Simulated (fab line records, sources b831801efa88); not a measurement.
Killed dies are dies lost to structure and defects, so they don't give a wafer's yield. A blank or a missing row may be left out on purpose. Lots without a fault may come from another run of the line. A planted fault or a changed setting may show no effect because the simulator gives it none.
Problem report in the 8D (eight disciplines) form, filled by code | flow gf180mcu | the parts of the form that need people (team, actions taken, sign-off) are left out

1. THE PROBLEM
MVPSD_RS at GF_VT_IMPLANT_RS_MEAS_49 reads a mean of 1225 ohm/sq on 6 wafers of 2 lots; wafers without a fault read 1169 ohm/sq with a standard deviation of 3.5. That is +16 standard deviations from the usual mean.
The step: measures by four-point-probe.
First seen on wafer L211.1, day 9 06:08, on film_metro-04. The record holds 39 wafers of 13 lots with a number at this step. Rule for "out", or "out of limits": more than 4 standard deviations from the usual mean. The other wafers with a number count as sound.

2. WHAT IT IS AND WHAT IT IS NOT
question                    | is                     | is not
which readings at this step | MVPSD_RS               | -
which lots                  | L211, L212             | L205, L206, L207, L208, L209, L221, L222, L223, L224, L226, L227
which wafers of those lots  | all that have a number | -
read on which gauges        | film_metro-04          | film_metro-02, film_metro-03
when                        | from day 9 06:08       | up to then (15 sound wafers); but 18 sound wafers of L221, L222, L223, L224, L226, L227 came after

3. SUSPECTS, AND WHAT RULES EACH OUT
Counting: a tool at a process step up to the reading stays a suspect if it ran every lot that is out and no sound lot after the first of them.
- the gauge at GF_VT_IMPLANT_RS_MEAS_49: kept. All the wafers that are out were read on film_metro-04, and no step on other tools shows them out.
- implanter-03 at GF_MVPSD_IMPLANT_08: ruled out as a lasting fault. Sound lots L226 ran on it after its first lot that is out, L211 (day 6 16:04).
Left after counting: film_metro-04 at GF_VT_IMPLANT_RS_MEAS_49.

4. THE CAUSE (what the simulator had put in)
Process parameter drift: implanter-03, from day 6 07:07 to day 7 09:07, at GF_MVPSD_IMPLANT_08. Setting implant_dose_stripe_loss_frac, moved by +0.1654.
Counting ruled it out, wrongly: the rule takes a fault to strike every lot that its tool runs from its start on, and this one did not.

5. THE CHAIN OF EFFECTS, in route order
Each row: a reading whose mean over the struck wafers that have a number lies more than 3 standard deviations from the usual. Only readings for which the record gives a usual standard deviation are gone through. hours: the time from each lot's start at the first step in this table that gives one to its start at this step, as a median over the lots. sigmas: the change in usual standard deviations.
hours | step                     | reading  | usual       | on struck wafers | change | sigmas
0     | GF_VT_IMPLANT_RS_MEAS_49 | MVPSD_RS | 1169 ohm/sq | 1225             | +56    | +16
Later measuring or inspecting steps at which every struck wafer that the step has a row for has a number for every such reading, and none has moved that far: GF_CONTACT_BOW_MEAS_05.

6. WHAT WOULD HAVE CAUGHT IT SOONER
In this record the first reading out of limits at a measuring or inspecting step was taken at day 9 06:08, 71 hours after the fault began at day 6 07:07.
Of the tool readings at GF_MVPSD_IMPLANT_08 for which the record gives a usual standard deviation, none was out on any struck wafer, so an alarm limit of 4 standard deviations on them would not have fired.
